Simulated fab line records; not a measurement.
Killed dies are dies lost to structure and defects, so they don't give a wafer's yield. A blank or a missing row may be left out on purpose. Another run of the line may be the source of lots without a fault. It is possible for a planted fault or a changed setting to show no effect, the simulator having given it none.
Which tool was responsible? | flow sky130 | Sampling: 6 lots, 17 wafers, 2 of 708 route steps

== WHAT EACH GAUGE READ, for each wafer ==
SKY_VIA3_OVL_MEAS_13.
lot  | measured     | on         | VIA3_OVL (nm)
L251 | day 40 03:28 | overlay-02 | 3 -10 -2
L258 | day 42 01:56 | overlay-01 | 0 -9 -1
L261 | day 43 02:16 | overlay-02 | -1 -16 -7
L264 | day 43 19:08 | overlay-02 | -10 -12 -11
L269 | day 45 03:35 | overlay-01 | 79 82
L272 | day 45 22:58 | overlay-01 | 67 73 67

== TOOL THAT RAN EACH LOT (tool first, then ch and the chambers of the sampled wafers, then the start) ==
lot  | SKY_VIA3_EXPOSE_09
L251 | krf_scanner-01 ch 0, day 39 14:50
L258 | krf_scanner-01 ch 0, day 41 14:34
L261 | krf_scanner-01 ch 0, day 42 15:04
L264 | krf_scanner-02 ch 0, day 43 07:41
L269 | krf_scanner-01 ch 0, day 44 16:50
L272 | krf_scanner-01 ch 0, day 45 12:40
- SKY_VIA3_EXPOSE_09: exposes mask VIM3, target cd 200 nm.

== THE ANSWER, worked out from the rows above alone ==
Rule: the lots themselves supply what counts as usual. Put in order of their means at a reading, lots are off if they are a third of the lots or fewer, leave a main group of 4 or more, and stand apart from it by a gap of 3 or more times the standard deviation of the main group's means; of several such gaps the widest counts. A main group is skipped when, at the precision printed for the reading in the tables above, its means are all equal. Also off: a lot with no number at a reading for which 4 or more lots have one. Where the step has rows for the other lots, those lots are counted as sound.
Off: at SKY_VIA3_OVL_MEAS_13 (VIA3_OVL), L269, L272. The main group: mean -6 nm, standard deviation 3.3.
A tool fits if, at a process step before that reading, it ran every lot that is off, and no sound lot after the first of them. Gauges at SKY_VIA3_OVL_MEAS_13: tried the same way as those tools. This does not decide it: 2 tools fit, namely krf_scanner-01 at SKY_VIA3_EXPOSE_09 and overlay-01 at SKY_VIA3_OVL_MEAS_13.

== WHAT THE SIMULATOR PUT IN ==
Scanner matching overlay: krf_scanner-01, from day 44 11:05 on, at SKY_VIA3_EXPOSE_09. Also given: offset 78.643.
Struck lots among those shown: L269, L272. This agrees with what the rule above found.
